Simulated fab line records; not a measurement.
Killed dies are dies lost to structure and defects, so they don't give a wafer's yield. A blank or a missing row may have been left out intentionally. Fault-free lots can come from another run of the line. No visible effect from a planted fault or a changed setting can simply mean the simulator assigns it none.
Struck lot and sound lot, side by side	flow gf180mcu	20 steps out of a route of 602
Sound: the wafers L170.2, L170.4, L170.6. Struck: wafers L174.5, L174.6 (left out: L174.1, a lot-mate that was not struck); the cause follows at the end.
At each step with rows: each side's tool, then ch and its chambers, then its first start. Under that, the readings that differ: sound wafers	struck wafers	difference of the means	sigmas: that difference in standard deviations of wafers without a fault.
alike: same words and numbers on both sides, and readings whose means sit less than 2 such deviations apart. not compared: any withheld reading, any reading some wafer has no value for, any bound like >300 that may hide the same value, and any number with overlapping values for which the record gives no deviation.
The two part at a step that has a row with sigmas, a row that says differs or no value, or rows on one side only. Numbers that have no deviation but don't overlap get no sigmas and don't part them. A reading that every wafer of one side lacks parts them only if that side has two wafers or more.

first, 2 steps without rows for these wafers: GF_M1_CLEAN_19 (cleans in DIW); GF_V1_CVD_00 (deposits SiO2, target thk 600 nm, time 100 s).
GF_V1_THK_MEAS_01:
  sound: filmMetro-03 at day 19 13:05; struck: filmMetro-01 at day 21 05:56
  alike: V1_CVD_00_THK
GF_V1_CVD_02: deposits SiO2 from TEOS, target thk 850 nm, time 94.851 s.
  sound on pecvd-02 ch 0,2, day 19 13:08; struck on pecvd-03 ch 1,2, day 21 06:00
  alike: heaterPowerW
GF_V1_THK_MEAS_03:
  sound: filmMetro-01 at day 19 13:13; struck: filmMetro-02 at day 21 06:04
reading	sound	struck	difference	sigmas
V1_CVD_02_THK (nm)	852 867 855	835 834	-24	-2
GF_V1_CMP_04: polishes SiO2.
  sound on cmp-01 ch 1,3, day 19 13:19; struck on cmp-01 ch 1,2, day 21 06:08
reading	sound	struck	difference	sigmas
platenRpm (rpm)	59.95 59.93 59.99	60.05 60.05	+0.09	+2
  alike: motorCurrentA, timeToEndpointS
GF_V1_BOW_MEAS_05:
  sound: filmMetro-02 at day 19 13:35; struck: filmMetro-02 at day 21 06:26
  alike: V1_BOW
then, 5 steps without rows for these wafers: GF_V1_DEHYDRATE_06 (time 60 s); GF_V1_HMDS_07 (prime time 60 s); GF_V1_COAT_08; GF_V1_COAT_09 (resist thk 1000 nm); GF_V1_SOFTBAKE_10 (time 60 s).
GF_V1_EXPOSE_11: exposes mask Via1, target cd 260 nm.
  sound on krfScanner-02 ch 0, day 20 02:16; struck on krfScanner-02 ch 0, day 21 18:35
  alike: mask, exposureDoseMJCm2
then, 2 steps without rows for these wafers: GF_V1_PEB_12 (peb time 90 s); GF_V1_DEVELOP_13 (develop time 60 s).
GF_V1_CD_MEAS_14: target cd 260 nm.
  sound: cdSem-02 at day 20 13:52; struck: cdSem-02 at day 22 06:18
  alike: cdNm
GF_V1_OVL_MEAS_15:
  sound: overlay-02 at day 20 13:59; struck: overlay-01 at day 22 06:25
reading	sound	struck	difference	sigmas
V1_OVL (nm)	5 5 7	-8 -2	-11	-2
GF_V1_ETCH_16: etches BARC in N2/H2.
  sound on rieDiel-02 ch 0,1,2, day 20 14:01; struck on rieDiel-03 ch 2,3, day 22 06:27
  alike: drypumpMotorCurrentA, oesProductAu, throttleValvePct
  not compared: model.V1.cdNm
GF_V1_ETCH_17: etches SiO2 in C4F8/O2/Ar, stops on TiN, target depth 630 nm.
  sound: rieDiel-02 ch 0,1,2; struck: rieDiel-03 ch 2,3
reading	sound	struck	difference	sigmas
model.V1.cdNm (nm)	261.5 263.2 262.9	260.6 260.7	-1.9	
  alike: oesProductAu
GF_V1_STRIP_18: strips in O2/N2.
  sound on plasmaAsher-04 ch 0,1, day 20 14:08; struck on plasmaAsher-01 ch 0,1, day 22 06:35
  alike: drypumpMotorCurrentA, heaterPowerW, oesProductAu
  not compared: rfHoursCounterH

== WHERE THEY PART ==
Last at GF_V1_OVL_MEAS_15 as far as this record goes, first at GF_V1_THK_MEAS_03. Later steps at which nothing parts them and some readings are alike: GF_V1_ETCH_16, GF_V1_ETCH_17, GF_V1_STRIP_18.

WHY: the cause the simulator had injected
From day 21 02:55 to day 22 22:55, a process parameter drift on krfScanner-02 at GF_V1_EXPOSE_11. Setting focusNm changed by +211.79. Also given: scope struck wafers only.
